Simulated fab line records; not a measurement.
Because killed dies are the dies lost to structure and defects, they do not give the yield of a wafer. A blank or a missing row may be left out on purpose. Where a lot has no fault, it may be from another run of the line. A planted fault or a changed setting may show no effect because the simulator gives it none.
Comparing a struck lot with a sound one || flow sky130 || 35 out of 708 route steps
Sound: wafers L316.1, L316.4, L316.5. Struck: wafers L325.1, L325.2, L325.5. The cause is named last.
Order at every step that has rows: each side's tool, ch and its chambers, its first start. Under that, the readings that differ: sound wafers || struck wafers || difference of the means || sigmas: that difference in standard deviations of wafers without a fault.
alike: same words and numbers on both sides, and readings whose means sit less than 2 such deviations apart. not compared: any withheld reading, any reading some wafer has no value for, any bound like >300 that may hide the same value, and any number with overlapping values for which the record gives no deviation.
The two part at a step that has a row with sigmas, a row that says differs or no value, or rows on one side only. Numbers that have no deviation but don't overlap get no sigmas and don't part them. A reading that every wafer of one side lacks parts them only if that side has two wafers or more.

first, 10 steps without rows for these wafers: SKY_POLY_CUT_ETCH_10 (etches BARC in N2/H2, stops on SiO2, time 45.9 s, target depth 60 nm); SKY_POLY_CUT_ETCH_11 (etches Si3N4 in CF4/CH2F2/Ar, stops on poly-Si, time 42.5 s, target depth 60 nm); SKY_POLY_CUT_STRIP_12 (strips in O2/N2); SKY_SD_P_DEHYDRATE_00 (time 60 s); SKY_SD_P_HMDS_01 (prime time 60 s); SKY_SD_P_COAT_02 (resist thk 1140 nm); SKY_SD_P_SOFTBAKE_03 (time 60 s); SKY_SD_P_EXPOSE_04 (exposes mask PSDM, target cd 380 nm); SKY_SD_P_PEB_05; SKY_SD_P_DEVELOP_06 (develop time 59.22 s).
SKY_SD_P_IMPLANT_09:
  sound on implanter-01 ch 0, day 28 22:01; struck on implanter-01 ch 0, day 31 18:17
{"reading": "beam_energy_keV", "sound": "20.000 20.002 20.007", "struck": "19.228 19.235 19.232", "difference": -0.771, "sigmas": "-99 or more"}
{"reading": "model.implant.rp_nm (nm)", "sound": "17.83 17.83 17.83", "struck": "17.34 17.34 17.34", "difference": -0.49, "sigmas": ""}
{"reading": "model.implant.drp_nm (nm)", "sound": "9.746 9.746 9.746", "struck": "9.48 9.48 9.48", "difference": -0.27, "sigmas": ""}
  alike: beam_on_s
then, 22 steps without rows for these wafers: SKY_SD_P_STRIP_10 (strips in O2/N2); SKY_RES_XHIGH_DEHYDRATE_00 (time 60 s); SKY_RES_XHIGH_HMDS_01 (prime time 60 s); SKY_RES_XHIGH_COAT_02 (resist thk 1140 nm); SKY_RES_XHIGH_SOFTBAKE_03 (time 60 s); SKY_RES_XHIGH_EXPOSE_04 (exposes mask URPM, target cd 1270 nm); SKY_RES_XHIGH_PEB_05; SKY_RES_XHIGH_DEVELOP_06 (develop time 60 s); SKY_RES_XHIGH_IMPLANT_07; SKY_RES_XHIGH_STRIP_08 (strips in O2/N2); SKY_SD_N_DEHYDRATE_00 (time 60 s); SKY_SD_N_HMDS_01 (prime time 60 s); SKY_SD_N_COAT_02 (resist thk 1140 nm); SKY_SD_N_SOFTBAKE_03 (time 60 s); SKY_SD_N_EXPOSE_04 (exposes mask NSDM, target cd 380 nm); SKY_SD_N_PEB_05; SKY_SD_N_DEVELOP_06 (develop time 60 s); SKY_SD_N_IMPLANT_09; SKY_SD_N_IMPLANT_10; SKY_SD_N_STRIP_11 (strips in O2/N2); SKY_SD_N_CLEAN_13 (cleans in SC1/SC2, time 150 s); SKY_SD_N_RTA_14 (time 2 s).
-- the record jumps here: 2 days lie between the struck wafers' starts before and after --
SKY_SD_N_RS_MEAS_17: uses a four-point probe to measure.
  sound on film_metro-04 at day 31 08:16; struck on film_metro-04 at day 34 00:31
{"reading": "SD_P_RS (ohm/sq)", "sound": "147.4 147.6 147.6", "struck": "150.5 150.8 150.8", "difference": "+3.2", "sigmas": "+7"}
-- record jumps: 17 days separate the struck wafers' starts on either side; left off in module SD_N, taken up again in module PAD_OPEN, whose first shown step is the route's number 708 --
SKY_PAD_OPEN_PROBE_99:
  sound on prober-01 at day 48 23:50; struck on prober-01 at day 50 19:10
  alike: killed_at_M0_to_M3, killed_at_M4_up, killed_at_contacts, killed_at_front_end, killed_at_other, killed_dies, killed_open, killed_short

== WHERE THEY PART ==
First at SKY_SD_P_IMPLANT_09; last, within this record, at SKY_SD_N_RS_MEAS_17. Later steps at which nothing parts them and some readings are alike: SKY_PAD_OPEN_PROBE_99.

WHY: what the simulator had put in
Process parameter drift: implanter-01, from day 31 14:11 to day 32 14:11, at SKY_SD_P_IMPLANT_09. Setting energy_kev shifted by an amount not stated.
